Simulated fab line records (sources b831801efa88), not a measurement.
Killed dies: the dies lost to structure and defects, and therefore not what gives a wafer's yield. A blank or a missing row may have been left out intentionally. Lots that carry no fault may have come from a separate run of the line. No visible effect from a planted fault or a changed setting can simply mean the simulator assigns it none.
Comparing a struck lot with a sound one    flow sky130    16 steps out of a route of 708
Sound: wafers L876.1, L876.4, L876.6. Wafers L889.1, L889.3, L889.5 were the ones struck. The cause comes at the end.
Each step with rows lists, per side, the tool, then ch with its chambers, then its first start. Under that, the readings that differ: sound wafers    struck wafers    difference of the means    sigmas: that difference in standard deviations of wafers without a fault.
alike: readings whose means differ by less than 2 such deviations, and words and numbers that are the same on both sides. not compared: withheld readings, readings that some wafer has no value for, bounds like >300 that may hide the same value, and numbers for which the record gives no deviation and whose values overlap.
A row with sigmas, a row that says differs or no value, or rows on one side alone: a step with any of these is where the two part. Numbers that don't overlap but have no deviation are shown without sigmas and don't part them. A reading missing from all wafers of one side parts the sides only when that side holds two or more wafers.

first, 3 steps without rows for these wafers: SKY_SONOS_TUNNEL_EXPOSE_04 (exposes mask TUNM, target cd 410 nm); SKY_SONOS_TUNNEL_PEB_05; SKY_SONOS_TUNNEL_DEVELOP_06 (develop time 60 s).
SKY_SONOS_TUNNEL_CD_MEAS_07: target cd 410 nm.
  struck on cd sem-01, day 16 17:32; sound on cd sem-01, day 12 05:53
  alike: cd nm
SKY_SONOS_TUNNEL_OVL_MEAS_08:
  struck on overlay-01, day 16 17:40; sound on overlay-02, day 12 06:01
  alike: SONOS_TUNNEL_OVL
then, 3 steps without rows for these wafers: SKY_SONOS_TUNNEL_IMPLANT_09; SKY_SONOS_TUNNEL_WET_ETCH_10 (etches SiO2 in dHF, target depth 14 nm, time 280 s); SKY_SONOS_TUNNEL_STRIP_11 (strips in SPM, time 600 s).
SKY_SONOS_TUNNEL_TW_MEAS_12:
  struck on film metro-02, day 16 18:07; sound on film metro-03, day 12 06:34
  alike: SONOS_TUNNEL_TW
then, 2 steps without rows for these wafers: SKY_SONOS_TUNNEL_CLEAN_13 (cleans in dHF, time 20 s); SKY_SONOS_ONO_OXIDATION_00 (stabilise 600 s, purge 300 s, target thk 2.6 nm).
SKY_SONOS_ONO_THK_MEAS_01:
  struck on film metro-02, day 16 19:32; sound on film metro-02, day 12 08:43
  alike: SONOS_ONO_OXIDATION_THK
SKY_SONOS_ONO_CVD_02: deposits Si3N4 from DCS/NH3, target thk 10.5 nm, time 180 s.
  sound on lpcvd-02 ch 1, day 12 11:44; struck on lpcvd-02 ch 0, day 16 19:35
reading                                      sound              struck             difference  sigmas
model.Si3N4_of_SONOS_ONO_CVD_02.thk nm (nm)  10.55 10.45 10.51  9.882 9.925 10.02  -0.561      
  alike: spike tc centre C, zone power upper pct
SKY_SONOS_ONO_THK_MEAS_03:
  struck on film metro-02, day 16 20:38; sound on film metro-01, day 12 12:47
reading                    sound              struck           difference  sigmas
SONOS_ONO_CVD_02_THK (nm)  10.58 10.41 10.52  9.91 9.91 10.03  -0.55       -4
then, 1 step without rows for these wafers: SKY_SONOS_ONO_CVD_04 (deposits SiO2 from SiH4/N2O, target thk 5.7199 nm).
-- the record jumps here: 33 days lie between the struck wafers' starts before and after (it left off in module SONOS_ONO and takes up again in module PAD_OPEN, whose first step shown is number 708 of the route) --
SKY_PAD_OPEN_PROBE_99:
  struck on prober-02, day 49 16:49; sound on prober-01, day 46 16:24
  alike: killed_at_M0_to_M3, killed_at_M4_up, killed at contacts, killed at front end, killed at other, killed dies, killed open, killed short
  not compared: model.etest.cap ono.gate log10 a cm2, model.etest.cap ono.tox acc nm, model.etest.sonos programmed.vt v, model.etest.sonos erased.vt v, model.etest.sonos baked.vt v, model.etest.sonos baked.vt less v

== WHERE THEY PART ==
Only at SKY_SONOS_ONO_THK_MEAS_03, as far as this record shows. Later steps at which nothing parts them and some readings are alike: SKY_PAD_OPEN_PROBE_99.

WHY: what had been put in by the simulator
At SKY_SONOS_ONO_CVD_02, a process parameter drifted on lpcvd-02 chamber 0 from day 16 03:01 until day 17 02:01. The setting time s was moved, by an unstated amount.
